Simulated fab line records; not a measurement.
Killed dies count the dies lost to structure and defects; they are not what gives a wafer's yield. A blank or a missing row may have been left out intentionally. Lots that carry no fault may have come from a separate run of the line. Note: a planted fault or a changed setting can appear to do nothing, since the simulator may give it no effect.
Which tool was responsible? -- flow gf180mcu -- 15 lots, 45 wafers sampled, at 4 steps of a route of 602

WHAT EACH GAUGE READ, for each wafer
GF_V3_THK_MEAS_01.
lot,measured,on,V3_CVD_00_THK (nm)
L289,day 21 10:11,filmMetro-01,605 603 605
L290,day 21 19:11,filmMetro-04,604 610 595
L291,day 22 10:44,filmMetro-02,599 594 599
L292,day 22 19:10,filmMetro-04,599 590 605
L293,day 23 01:02,filmMetro-02,599 609 600
L294,day 23 12:50,filmMetro-01,598 614 606
L295,day 23 22:00,filmMetro-02,604 588 593
L297,day 24 15:34,filmMetro-02,603 600 607
L306,day 27 14:02,filmMetro-02,601 604 604
L307,day 27 19:23,filmMetro-02,606 603 615
L310,day 28 13:52,filmMetro-04,595 599 596
L311,day 28 21:15,filmMetro-04,590 593 600

WHICH TOOL RAN EACH LOT (tool, then ch and the chambers of the sampled wafers, then the start)
lot,GF_M3_SPUTTER_01,GF_M3_DEVELOP_13,GF_M3_METAL_ETCH_16
L289,"pvdSputter-04, day 20 09:21","lithoTrack-04 ch 0, day 21 09:07","rieMetal-02 ch 0,1, day 21 09:25"
L290,"pvdSputter-03, day 20 18:14","lithoTrack-03 ch 0, day 21 18:07","rieMetal-01 ch 0,1, day 21 18:25"
L291,"pvdSputter-04, day 21 10:05","lithoTrack-03 ch 0, day 22 09:34","rieMetal-03 ch 1, day 22 09:52"
L292,"pvdSputter-04, day 21 18:24","lithoTrack-04 ch 0, day 22 18:09","rieMetal-03 ch 0,1, day 22 18:27"
L293,"pvdSputter-01, day 22 01:21","lithoTrack-04 ch 0, day 23 00:00","rieMetal-02 ch 0,1, day 23 00:19"
L294,"pvdSputter-04, day 22 13:24","lithoTrack-03 ch 0, day 23 11:46","rieMetal-01 ch 0,1, day 23 12:04"
L295,"pvdSputter-03, day 22 22:15","lithoTrack-03 ch 0, day 23 20:58","rieMetal-03 ch 0,1, day 23 21:16"
L297,"pvdSputter-03, day 23 16:06","lithoTrack-04 ch 0, day 24 14:33","rieMetal-01 ch 0,1, day 24 14:51"
L301,"pvdSputter-03, day 25 06:56","lithoTrack-04, day 26 04:12","rieMetal-01 ch 0,1, day 26 04:30"
L302,"pvdSputter-03, day 25 11:51","lithoTrack-03, day 26 08:13","rieMetal-02 ch 1, day 26 08:33"
L303,"pvdSputter-03, day 25 16:04","lithoTrack-03, day 26 13:01","rieMetal-03 ch 0, day 26 13:19"
L306,"pvdSputter-04, day 26 16:46","lithoTrack-04 ch 0, day 27 12:52","rieMetal-01 ch 1, day 27 13:16"
L307,"pvdSputter-04, day 26 21:23","lithoTrack-03 ch 0, day 27 18:11","rieMetal-01 ch 1, day 27 18:31"
L310,"pvdSputter-01, day 27 17:46","lithoTrack-03 ch 0, day 28 12:50","rieMetal-03 ch 0,1, day 28 13:07"
L311,"pvdSputter-03, day 28 00:31","lithoTrack-03 ch 0, day 28 20:13","rieMetal-03 ch 0,1, day 28 20:31"
- GF_M3_SPUTTER_01: material TiN, target thk 30 nm, time 25 s.
- GF_M3_DEVELOP_13: develop time 60 s.
- GF_M3_METAL_ETCH_16: etches the open film in Cl2/BCl3, stops on SiO2, target depth 750.8 nm, time 125.1 s.

WHAT THE TOOLS THEMSELVES READ (means of the sampled wafers that have a number; where no wafer has one, the mark that the record gives instead)
GF_M3_SPUTTER_01.
lot,tool,cathodeDcPowerW (W),throttleValvePct (%)
L289,pvdSputter-04,6499.2,29.9
L290,pvdSputter-03,6500.8,30.9
L291,pvdSputter-04,6499.7,31.2
L292,pvdSputter-04,6500.8,29.4
L293,pvdSputter-01,6500.1,30.0
L294,pvdSputter-04,6501.3,29.4
L295,pvdSputter-03,6499.6,31.1
L297,pvdSputter-03,6500.0,30.8
L301,pvdSputter-03,6499.5,30.8
L302,pvdSputter-03,6500.6,31.5
L303,pvdSputter-03,6499.9,31.0
L306,pvdSputter-04,6499.3,30.4
L307,pvdSputter-04,6500.2,29.7
L310,pvdSputter-01,6500.0,29.7
L311,pvdSputter-03,6500.3,31.0

GF_M3_DEVELOP_13.
lot,tool,chillPlateTempC (C)
L289,lithoTrack-04,22.87
L290,lithoTrack-03,22.88
L291,lithoTrack-03,22.93
L292,lithoTrack-04,22.97
L293,lithoTrack-04,23.02
L294,lithoTrack-03,22.89
L295,lithoTrack-03,23.02
L297,lithoTrack-04,23.10
L301,lithoTrack-04,-
L302,lithoTrack-03,-
L303,lithoTrack-03,-
L306,lithoTrack-04,23.01
L307,lithoTrack-03,23.04
L310,lithoTrack-03,22.98
L311,lithoTrack-03,22.95

GF_M3_METAL_ETCH_16.
lot,tool,drypumpMotorCurrentA (A),oesProductAu (a.u.),throttleValvePct (%)
L289,rieMetal-02,5.7,0.995,28.219
L290,rieMetal-01,5.6,0.987,28.236
L291,rieMetal-03,5.1,0.994,28.232
L292,rieMetal-03,5.5,0.993,28.223
L293,rieMetal-02,5.7,0.994,28.223
L294,rieMetal-01,5.6,0.983,28.235
L295,rieMetal-03,5.5,0.989,28.232
L297,rieMetal-01,5.8,0.987,28.229
L301,rieMetal-01,5.6,0.992,28.244
L302,rieMetal-02,5.4,0.998,28.224
L303,rieMetal-03,6.4,0.978,28.245
L306,rieMetal-01,6.0,0.997,28.228
L307,rieMetal-01,6.0,0.992,28.230
L310,rieMetal-03,6.0,0.984,28.232
L311,rieMetal-03,5.5,0.980,28.247

THE ANSWER, worked out from the rows above alone
Rule: usual is defined by the lots themselves. The widest of any qualifying gaps counts: lots, ordered by their means at a reading, are off when they make up no more than a third of the lots, leave a main group of 4 or more, and stand apart from it by 3 or more times the standard deviation of that group's means. A main group is skipped when, at the precision printed for the reading in the tables above, its means are all equal. Also off: a lot with no number at a reading for which 4 or more lots have one. All remaining lots with rows at the step are treated as sound. After the gauges, taken in route order, come the tools' own readings; for these a lot's mean is taken, as printed above. At the first step where some lot is off, the reading lying furthest off is the one used; lots without a number count as furthest.
Off: L301, L302, L303 (GF_M3_DEVELOP_13, chillPlateTempC). Without a number there: L301, L302, L303. The main group has a mean of 22.97 C with a standard deviation of 0.068.
If a tool, at that step or one of the process steps before it, ran each lot that is off and ran no sound lot following the first of them, it fits. Not one of the candidates tried fits.

WHAT THE SIMULATOR PUT IN
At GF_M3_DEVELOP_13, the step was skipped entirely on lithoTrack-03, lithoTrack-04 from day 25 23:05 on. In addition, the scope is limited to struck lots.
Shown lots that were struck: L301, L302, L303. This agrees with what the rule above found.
